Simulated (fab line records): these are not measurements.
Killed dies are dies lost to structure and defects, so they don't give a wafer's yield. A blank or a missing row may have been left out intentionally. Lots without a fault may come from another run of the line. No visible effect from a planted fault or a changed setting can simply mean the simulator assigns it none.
Which tool is to blame?	flow sky130	Sampling: 12 lots, 36 wafers, 4 of 708 route steps

## WHAT THE GAUGES SHOWED, per wafer
SKY_SONOS_TUNNEL_TW_MEAS_12.
lot	measured	on	SONOS_TUNNEL_TW
L667	day 11 19:44	filmMetro-04	197.8 198.4 198.8
L668	day 12 02:43	filmMetro-03	194.5 195.2 195.8
L671	day 13 03:12	filmMetro-04	198.5 197.7 197.3
L672	day 13 15:08	filmMetro-03	195.2 195.8 196.2
L674	day 14 01:52	filmMetro-03	194.7 195.4 194.0
L676	day 14 22:35	filmMetro-03	194.0 194.1 195.3
L680	day 16 12:21	filmMetro-03	196.7 196.2 196.4
L681	day 16 21:56	filmMetro-03	195.4 196.8 196.2
L683	day 17 03:02	filmMetro-02	198.9 198.9 199.3
L687	day 18 14:43	filmMetro-02	202.0 201.1 200.9
L688	day 18 19:13	filmMetro-02	202.3 200.8 201.5
L689	day 19 01:52	filmMetro-04	199.1 197.3 197.8

SKY_LDD_LDN_OVL_MEAS_07.
lot	measured	on	LDD_LDN_OVL (nm)
L667	day 23 09:26	overlay-02	-0.5 -0.1 0.4
L668	day 23 20:13	overlay-01	0.9 0.9 0.9
L671	day 24 22:11	overlay-01	-2.3 -1.6 -2.1
L672	day 25 06:56	overlay-02	0.8 -1.0 1.1
L674	day 26 19:41	overlay-02	0.3 0.8 0.9
L676	day 26 20:29	overlay-02	0.5 -1.6 -1.6
L680	day 28 08:07	overlay-01	-0.2 -0.2 -0.2
L681	day 28 17:55	overlay-02	-0.7 -1.1 -0.5
L683	day 28 23:49	overlay-01	0.5 -1.0 0.7
L687	day 30 10:26	overlay-02	1.0 0.9 0.7
L688	day 30 19:02	overlay-02	-2.3 -1.6 -0.6
L689	day 30 19:35	overlay-01	-2.1 -1.1 -3.3

## WHAT TOOL EACH LOT RAN ON (gives the tool, then ch and the chambers of the sampled wafers, and finally the start)
lot	SKY_LDD_HVP_COAT_02	SKY_LDD_HVP_STRIP_09
L667	lithoTrack-01 ch 0, day 21 11:11	plasmaAsher-04 ch 0,1, day 22 02:40
L668	lithoTrack-04 ch 0, day 21 22:32	plasmaAsher-04 ch 0,1, day 22 13:55
L671	lithoTrack-04 ch 0, day 23 01:44	plasmaAsher-04 ch 0,1, day 23 16:34
L672	lithoTrack-04 ch 0, day 23 10:28	plasmaAsher-02 ch 0,1, day 24 01:52
L674	lithoTrack-04 ch 0, day 24 22:56	plasmaAsher-03 ch 0,1, day 25 14:25
L676	lithoTrack-01 ch 0, day 24 23:47	plasmaAsher-03 ch 0,1, day 25 15:16
L680	lithoTrack-03 ch 0, day 26 13:38	plasmaAsher-04 ch 0,1, day 27 04:01
L681	lithoTrack-03 ch 0, day 26 22:40	plasmaAsher-03 ch 0,1, day 27 12:52
L683	lithoTrack-03 ch 0, day 27 04:44	plasmaAsher-03 ch 0, day 27 19:43
L687	lithoTrack-04 ch 0, day 28 15:19	plasmaAsher-02 ch 0, day 29 06:22
L688	lithoTrack-01 ch 0, day 28 23:27	plasmaAsher-04 ch 0,1, day 29 14:22
L689	lithoTrack-01 ch 0, day 29 00:38	plasmaAsher-04 ch 0,1, day 29 15:19
- SKY_LDD_HVP_COAT_02: resist thk 300 nm.
- SKY_LDD_HVP_STRIP_09: strips in O2/N2.

## AS READ BY THE TOOLS THEMSELVES (means over the sampled wafers that have a number; for cases with no such wafer, the mark the record gives instead)
SKY_LDD_HVP_COAT_02.
lot	tool	chillPlateTempC (C)
L667	lithoTrack-01	23.08
L668	lithoTrack-04	23.11
L671	lithoTrack-04	22.99
L672	lithoTrack-04	22.97
L674	lithoTrack-04	23.04
L676	lithoTrack-01	22.90
L680	lithoTrack-03	23.02
L681	lithoTrack-03	22.87
L683	lithoTrack-03	22.98
L687	lithoTrack-04	23.11
L688	lithoTrack-01	22.87
L689	lithoTrack-01	22.95

SKY_LDD_HVP_STRIP_09.
lot	tool	drypumpMotorCurrentA (A)	oesProductAu (a.u.)	stripTimeToEndpointS (s)
L667	plasmaAsher-04	5.5	0.406	4.115
L668	plasmaAsher-04	5.5	0.407	4.128
L671	plasmaAsher-04	5.4	0.406	4.137
L672	plasmaAsher-02	5.6	0.405	4.136
L674	plasmaAsher-03	6.0	0.403	4.128
L676	plasmaAsher-03	6.0	0.404	4.122
L680	plasmaAsher-04	5.3	0.419	4.434
L681	plasmaAsher-03	5.8	0.419	4.445
L683	plasmaAsher-03	5.7	0.420	4.438
L687	plasmaAsher-02	5.2	0.408	4.138
L688	plasmaAsher-04	5.3	0.410	4.140
L689	plasmaAsher-04	5.3	0.413	4.160

## THE ANSWER, worked out from the rows above alone
Rule: usual is defined by the lots themselves. Put in order of their means at a reading, lots are off if they are a third of the lots or fewer, leave a main group of 4 or more, and stand apart from it by a gap of 3 or more times the standard deviation of the main group's means; of several such gaps the widest counts. A main group whose means are all the same, to the digits that the tables above print for the reading, isn't used. Also off: a lot with no number at a reading for which 4 or more lots have one. All remaining lots with rows at the step are treated as sound. After the gauges, taken in route order, come the tools' own readings; for these a lot's mean is taken, as printed above. The first step at which some lot is off is used, and at that step the reading that is off furthest; a lot without a number counts as furthest.
Off, at SKY_LDD_HVP_STRIP_09 on stripTimeToEndpointS: L680, L681, L683. Main group: mean 4.134 s, sd 0.012.
If a tool, at that step or one of the process steps before it, ran each lot that is off and ran no sound lot following the first of them, it fits. One fits: lithoTrack-03 at SKY_LDD_HVP_COAT_02. It ran no sound lot before its first lot that is off in this sample, so the start can't be narrowed down.

## WHAT HAD BEEN PUT IN BY THE SIMULATOR
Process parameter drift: lithoTrack-03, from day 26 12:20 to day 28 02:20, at SKY_LDD_HVP_COAT_02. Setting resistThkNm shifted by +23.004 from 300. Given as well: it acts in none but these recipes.
Lots struck among those shown: L680, L681, L683. The rule given above showed the same thing.
